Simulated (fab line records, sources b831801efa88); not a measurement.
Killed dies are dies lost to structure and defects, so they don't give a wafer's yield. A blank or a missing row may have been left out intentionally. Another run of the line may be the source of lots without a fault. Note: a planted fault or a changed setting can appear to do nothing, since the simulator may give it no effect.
One fault seen from 2 desks ; flow sfq_line ; each desk has only its own numbers; what lay behind them comes last

== FROM THE METROLOGY DESK ==
Means of the sampled wafers that have a number, per lot and without regard to the tool the lot ran on: this is what the gauges read. The brackets show how far a lot's mean lies from the usual mean; more than 4 standard deviations puts the lot out of limits, marked OUT.
Columns: A = R5_MONX_RS at SFQ_R5_RS_MEAS_933, usual 7.05 ohm/sq; B = R5_MONX_THK at SFQ_R5_THK_MEAS_934, usual 39.2 nm
lot;first seen here;A;B
L412;day 48 02:30;6.95;39.2
L416;day 50 07:04;7.01;39.2
L417;day 50 19:02;7.12;38.9
L418;day 51 05:41;6.97;39.0
L419;day 51 16:04;7.09;38.9
L421;day 52 08:41;6.96;39.5
L422;day 52 14:43;7.07;39.2
L423;day 52 18:44;7.24;38.1
L424;day 52 23:42;6.18 (-7.2) OUT;46.7 (+11) OUT
L427;day 53 19:01;6.97;39.9
L428;day 54 00:41;6.99;39.1
L429;day 54 03:41;4.75 (-19) OUT;59.5 (+29) OUT
L430;day 54 09:41;7.09;39.0
L432;day 55 03:01;6.90;40.4
This desk's result: L424, L429 out of limits, first on L424 (R5_MONX_RS at SFQ_R5_RS_MEAS_933), day 52 23:42. L412, L416, L417, L418, L419, L421, L422, L423, L427, L428, L430, L432 stayed within limits.

== THE TOOL OWNER'S DESK: pvd_sputter-03 ==
The tool's own readings at SFQ_TRILAYER_R5_DEP_SPUTTER_133 (material MoNx, target thk 40 nm, time 66.7 s): means of the sampled wafers that have a number, for each lot that ran on this tool. The brackets show how far a lot's mean lies from the usual mean; more than 4 standard deviations puts the lot out of limits, marked OUT.
Columns: A = throttle_valve_pct at SFQ_TRILAYER_R5_DEP_SPUTTER_133, usual 30.2 %
lot;first seen here;A
L416;day 50 06:58;31.0
L417;day 50 18:58;29.6
L419;day 51 15:58;30.0
L421;day 52 08:36;30.6
L422;day 52 14:36;30.7
L423;day 52 18:40;30.2
L424;day 52 23:36;31.0
L429;day 54 03:36;30.5
Finding of this desk: none of the 8 lots has anything out of limits.

== ALL TOGETHER ==
On L424, L429, the metrology desk was in a position to raise an alarm at day 52 23:42.
The tool owner's desk saw nothing out of limits.
Tool owner's desk: L424, L429 on record, inside its limits.
SFQ_TRILAYER_R5_DEP_SPUTTER_133 was run on pvd_sputter-03 by each of the lots named.

== WHAT THE SIMULATOR PUT IN ==
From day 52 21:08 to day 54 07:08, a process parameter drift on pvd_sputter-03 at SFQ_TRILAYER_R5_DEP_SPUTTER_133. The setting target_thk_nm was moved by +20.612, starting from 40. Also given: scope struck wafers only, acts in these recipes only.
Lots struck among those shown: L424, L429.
Per desk, hours elapsed from the start of the fault to the first reading out of limits: for the metrology desk, 3.
